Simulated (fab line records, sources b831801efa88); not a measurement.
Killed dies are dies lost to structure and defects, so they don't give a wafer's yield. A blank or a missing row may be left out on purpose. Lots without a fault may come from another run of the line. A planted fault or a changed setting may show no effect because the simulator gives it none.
Tool commonality check | flow gf180mcu | 13 lots, 38 wafers sampled

WHY IT WAS OPENED
At GF_V1_THK_MEAS_03 the reading V1_CVD_02_THK is flagged on 2 of 13 lots. Wafers without a fault read 852 nm, standard deviation 13.
Rule: a lot is flagged when every wafer of it that has a number lies more than 4 standard deviations from that mean, or none has a number. The other lots count as sound.

lot  | measured     | on            | V1_CVD_02_THK (nm), wafer by wafer | flag
L559 | day 17 02:53 | film_metro-03 | 827 855 861                        |
L560 | day 17 14:16 | film_metro-01 | 859 853 878                        |
L562 | day 18 11:59 | film_metro-03 | 843 824 852                        |
L563 | day 19 02:22 | film_metro-02 | 851 864 846                        |
L567 | day 20 01:42 | film_metro-01 | 849 868 871                        |
L568 | day 20 11:25 | film_metro-03 | 854 858 867                        |
L569 | day 21 01:14 | film_metro-02 | 832 841 842                        |
L570 | day 21 10:05 | film_metro-02 | 858 851 855                        |
L571 | day 21 12:41 | film_metro-03 | 839 854 863                        |
L572 | day 22 03:01 | film_metro-01 | 830 844 856                        |
L573 | day 22 10:09 | film_metro-03 | 626 624                            | FLAGGED
L574 | day 22 15:28 | film_metro-03 | 610 615 622                        | FLAGGED
L575 | day 23 00:22 | film_metro-03 | 842 855 857                        |
The numbers of the flagged lots are 619 nm on average: -233 nm against the usual, or -18 standard deviations.

WHICH TOOL RAN EACH LOT
The record holds 3 process steps before the reading, out of a route of 602 steps. In each cell: the tool, then ch and the chambers that the sampled wafers went through, then the start.
lot  | flag    | GF_M1_SPUTTER_00             | GF_M1_SPUTTER_01             | GF_V1_CVD_02
L559 |         | pvd_sputter-02, day 16 03:39 | pvd_sputter-02, day 16 03:45 | pecvd-02 ch 0,1,2, day 17 02:49
L560 |         | pvd_sputter-03, day 16 14:15 | pvd_sputter-03, day 16 14:21 | pecvd-01 ch 1,2, day 17 14:11
L562 |         | pvd_sputter-04, day 17 11:44 | pvd_sputter-04, day 17 11:50 | pecvd-02 ch 1,2, day 18 11:55
L563 |         | pvd_sputter-02, day 18 01:32 | pvd_sputter-02, day 18 01:38 | pecvd-04 ch 0,1, day 19 02:17
L567 |         | pvd_sputter-02, day 18 23:56 | pvd_sputter-02, day 19 00:02 | pecvd-01 ch 0,1, day 20 01:38
L568 |         | pvd_sputter-02, day 19 09:38 | pvd_sputter-02, day 19 09:44 | pecvd-01 ch 0,2, day 20 11:20
L569 |         | pvd_sputter-03, day 19 23:26 | pvd_sputter-03, day 19 23:32 | pecvd-02 ch 0,2, day 21 01:08
L570 |         | pvd_sputter-02, day 20 08:10 | pvd_sputter-02, day 20 08:14 | pecvd-02 ch 0,1,2, day 21 10:01
L571 |         | pvd_sputter-03, day 20 12:04 | pvd_sputter-03, day 20 12:10 | pecvd-02 ch 0,1,2, day 21 12:36
L572 |         | pvd_sputter-03, day 21 02:02 | pvd_sputter-03, day 21 02:08 | pecvd-02 ch 1,2, day 22 02:56
L573 | FLAGGED | pvd_sputter-02, day 21 09:17 | pvd_sputter-02, day 21 09:23 | pecvd-02 ch 0,1, day 22 10:05
L574 | FLAGGED | pvd_sputter-02, day 21 15:04 | pvd_sputter-02, day 21 15:10 | pecvd-02 ch 0,1, day 22 15:24
L575 |         | pvd_sputter-04, day 21 23:29 | pvd_sputter-04, day 21 23:35 | pecvd-04 ch 0,2, day 23 00:17
What these steps do:
- GF_M1_SPUTTER_00: material Ti, target thk 37.5 nm, time 150 s.
- GF_M1_SPUTTER_01: material TiN, target thk 30 nm, time 25 s.
- GF_V1_CVD_02: deposits SiO2 from TEOS, target thk 850 nm, time 94.851 s.
- GF_V1_THK_MEAS_03

FLAGGED OVER TOTAL, TOOL BY TOOL (the gauges that took the reading come last)
step              | tool           | lots run | flagged | share of the flagged lots | sound lots run after its first flagged lot
GF_M1_SPUTTER_00  | pvd_sputter-02 | 7        | 2       | all                       | 0
GF_M1_SPUTTER_00  | pvd_sputter-03 | 4        | 0       | none                      | -
GF_M1_SPUTTER_00  | pvd_sputter-04 | 2        | 0       | none                      | -
GF_M1_SPUTTER_01  | pvd_sputter-02 | 7        | 2       | all                       | 0
GF_M1_SPUTTER_01  | pvd_sputter-03 | 4        | 0       | none                      | -
GF_M1_SPUTTER_01  | pvd_sputter-04 | 2        | 0       | none                      | -
GF_V1_CVD_02      | pecvd-01       | 3        | 0       | none                      | -
GF_V1_CVD_02      | pecvd-02       | 8        | 2       | all                       | 0
GF_V1_CVD_02      | pecvd-04       | 2        | 0       | none                      | -
GF_V1_THK_MEAS_03 | film_metro-01  | 3        | 0       | none                      | -
GF_V1_THK_MEAS_03 | film_metro-02  | 3        | 0       | none                      | -
GF_V1_THK_MEAS_03 | film_metro-03  | 7        | 2       | all                       | 1 (L575)

WHAT THE TABLE ALLOWS
4 rows of the table ran every flagged lot: pvd_sputter-02 at GF_M1_SPUTTER_00, pvd_sputter-02 at GF_M1_SPUTTER_01, pecvd-02 at GF_V1_CVD_02, film_metro-03 at GF_V1_THK_MEAS_03.
- pvd_sputter-02 at GF_M1_SPUTTER_00: 2 of its 7 lots flagged. Its last sound lot is L570 (day 20 08:10), its first flagged lot L573 (day 21 09:17): a fault that began between those two fits.
- pvd_sputter-02 at GF_M1_SPUTTER_01: 2 of its 7 lots flagged. Its last sound lot is L570 (day 20 08:14), its first flagged lot L573 (day 21 09:23): a fault that began between those two fits.
- pecvd-02 at GF_V1_CVD_02: 2 of its 8 lots flagged. Its last sound lot is L572 (day 22 02:56), its first flagged lot L573 (day 22 10:05): a fault that began between those two fits.
- film_metro-03 at GF_V1_THK_MEAS_03: 2 of its 7 lots flagged. Sound lots ran on it after the first flagged one (L575), which a lasting fault on the whole tool wouldn't allow.
Counting lots can't tell these 2 tools apart, because each fits a fault that began at some hour. More lots, or a look at what each step does to the wafer, might.

WHAT THE SIMULATOR HAD PUT IN
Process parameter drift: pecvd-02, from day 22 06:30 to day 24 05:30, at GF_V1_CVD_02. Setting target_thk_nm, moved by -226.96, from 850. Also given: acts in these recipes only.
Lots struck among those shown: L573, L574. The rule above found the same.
